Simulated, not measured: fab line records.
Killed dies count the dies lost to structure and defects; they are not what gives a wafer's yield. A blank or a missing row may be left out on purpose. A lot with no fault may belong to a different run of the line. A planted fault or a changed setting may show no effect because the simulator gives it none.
Matching of chambers | flow gf180mcu | 4 sister chambers for GF_CONTACT_CMP_04 on cmp-01
The step polishes SiO2. 24 wafers are shown with their chamber, then 12 later ones without.

## WAFERS WITH THEIR CHAMBER
wafer  | chamber | motorCurrentA (A) | timeToEndpointS (s)
L075.1 | 3       | 11.8              | 112
L075.2 | 1       | 13.6              | 115
L075.5 | 2       | 12.9              | 128
L076.1 | 1       | 14.4              | 121
L076.2 | 2       | 13.5              | 115
L076.5 | 1       | 13.9              | 127
L078.2 | 2       | 12.6              | 110
L078.3 | 0       | 13.8              | 110
L078.5 | 1       | 13.6              | 117
L079.1 | 0       | 13.7              | 119
L079.3 | 1       | 14.0              | 118
L079.6 | 3       | 12.2              | 120
L084.4 | 1       | 13.9              | 116
L084.5 | 2       | 13.2              | 114
L084.6 | 1       | 14.4              | 111
L086.1 | 1       | 14.0              | 103
L086.2 | 3       | 12.6              | 94
L086.3 | 0       | 12.8              | 102
L087.1 | 0       | 14.1              | 104
L087.3 | 2       | 13.2              | 109
L087.6 | 3       | 13.0              | 106
L088.4 | 1       | 14.4              | 111
L088.5 | 3       | 12.9              | 106
L088.6 | 0       | 13.2              | 103

SIGNATURES (means of the wafers above)
reading         | chamber 0 | chamber 1 | chamber 2 | chamber 3 | scatter within a chamber
motorCurrentA   | 13.520    | 14.022    | 13.080    | 12.500    | 0.409
timeToEndpointS | 107.60    | 115.44    | 115.20    | 107.60    | 7.63
Rule: for each reading, subtract the chamber's mean from the wafer's reading, divide by that reading's scatter and square the result; add these up over the readings and take the root, which gives the wafer's distance from the chamber. The wafer belongs to the nearest chamber; if the next one is less than 2 further off, it can't be placed. The scatter: take each reading less its chamber's mean, square it, sum over the shown wafers, divide by the number of wafers less the number of chambers, and take the root.

## WAFERS WITH NO CHAMBER GIVEN
wafer  | motorCurrentA (A) | timeToEndpointS (s)
L091.3 | 13.0              | 106
L091.5 | 12.5              | 110
L091.6 | 12.7              | 116
L092.3 | 12.0              | 107
L092.4 | 14.4              | 110
L092.6 | 12.5              | 110
L094.1 | 14.8              | 108
L094.2 | 12.7              | 97
L094.4 | 12.6              | 114
L097.1 | 13.4              | 115
L097.2 | 13.4              | 109
L097.3 | 13.5              | 106

## WHICH CHAMBER EACH WENT THROUGH
wafer  | from the rows above               | in truth
L091.3 | can't be placed: 2 or 3 or 0 or 1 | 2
L091.5 | can't be placed: 3 or 2           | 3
L091.6 | can't be placed: 2 or 3 or 0      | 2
L092.3 | can't be placed: 3 or 2           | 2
L092.4 | can't be placed: 1 or 0           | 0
L092.6 | can't be placed: 3 or 2           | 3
L094.1 | can't be placed: 1 or 0           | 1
L094.2 | can't be placed: 3 or 0 or 2      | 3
L094.4 | can't be placed: 3 or 2 or 0      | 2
L097.1 | can't be placed: 2 or 0 or 1 or 3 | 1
L097.2 | can't be placed: 0 or 2 or 1 or 3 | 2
L097.3 | can't be placed: 0 or 2 or 1      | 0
0 of 12 placed correctly. These rows do not allow placing 12 (true chamber among the candidates in 12). Wrongly placed: 0.
